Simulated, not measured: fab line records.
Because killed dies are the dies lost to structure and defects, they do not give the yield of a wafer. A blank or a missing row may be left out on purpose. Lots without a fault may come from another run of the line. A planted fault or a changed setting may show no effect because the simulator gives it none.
2 desks, one fault + flow gf180mcu + what lay behind the numbers comes last; until then each desk has only its own

## TOOL OWNER'S DESK, plasma-asher-01
The tool's own readings at GF_VT_IMPLANT_STRIP_31 (strips in O2/N2): means of the sampled wafers that have a number, for each lot that ran on this tool. A lot is out of limits, marked OUT, if its mean lies more than 4 standard deviations from the usual mean; the brackets give that distance.
Columns: A = chamber-pressure-mTorr at GF_VT_IMPLANT_STRIP_31, usual 1500.1 mTorr; B = drypump-motor-current-A at GF_VT_IMPLANT_STRIP_31, usual 5.9 A; C = heater-power-w at GF_VT_IMPLANT_STRIP_31, usual 320 W; D = oes-product-au at GF_VT_IMPLANT_STRIP_31, usual 0.716 a.u.; E = strip-time-to-endpoint-s at GF_VT_IMPLANT_STRIP_31, usual 12.644 s
| lot  | first seen here | A                        | B   | C   | D                | E                |
|------|-----------------|--------------------------|-----|-----|------------------|------------------|
| L909 | day 8 19:52     | 1500.5                   | 5.7 | 288 | 0.718            | 12.634           |
| L912 | day 9 09:34     | 1499.9                   | 5.7 | 284 | 0.717            | 12.652           |
| L917 | day 10 20:23    | 1799.2 (+99 or more) OUT | 5.7 | 288 | 0.737 (+4.2) OUT | 12.121 (-18) OUT |
| L918 | day 11 04:13    | 1800.7 (+99 or more) OUT | 5.7 | 287 | 0.737 (+4.3) OUT | 12.145 (-17) OUT |
Finding of this desk: L917, L918 out of limits; the first was L917 at day 10 20:23, on chamber-pressure-mTorr at GF_VT_IMPLANT_STRIP_31. Within limits: L909, L912.

## THE METROLOGY DESK
What the gauges read for every lot (on any tool): the sampled wafers with a number, averaged. A lot is out of limits, marked OUT, if its mean lies more than 4 standard deviations from the usual mean; the brackets give that distance.
Columns: A = MVSD_RS at GF_VT_IMPLANT_RS_MEAS_46, usual 457.1 ohm/sq
| lot  | first seen here | A     |
|------|-----------------|-------|
| L904 | day 8 02:04     | 457.1 |
| L905 | day 8 11:00     | 457.5 |
| L906 | day 8 17:05     | 455.8 |
| L909 | day 9 14:02     | 456.8 |
| L912 | day 10 03:27    | 458.1 |
| L913 | day 10 14:38    | 456.7 |
| L914 | day 10 19:56    | 457.4 |
| L916 | day 11 08:20    | 458.0 |
| L917 | day 11 15:29    | 457.4 |
| L918 | day 11 22:26    | 456.2 |
| L923 | day 13 06:37    | 456.2 |
| L924 | day 13 13:36    | 457.5 |
| L925 | day 13 19:20    | 456.0 |
| L926 | day 14 00:33    | 458.1 |
This desk's finding: nothing out of limits on any of the 14 lots.

## TAKEN TOGETHER
The tool owner's desk could have raised an alarm at day 10 20:23, on L917, L918.
Nothing out of limits was seen by the metrology desk.
The metrology desk holds a record of L917, L918, inside its limits.
On plasma-asher-01, each named lot ran GF_VT_IMPLANT_STRIP_31.

## WHAT HAD BEEN PUT IN BY THE SIMULATOR
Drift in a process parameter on plasma-asher-01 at GF_VT_IMPLANT_STRIP_31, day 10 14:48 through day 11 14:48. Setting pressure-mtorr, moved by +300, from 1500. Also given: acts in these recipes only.
Lots struck among those shown: L917, L918.
Hours from the fault's start to each desk's first reading out of limits: the tool owner's desk, 6.
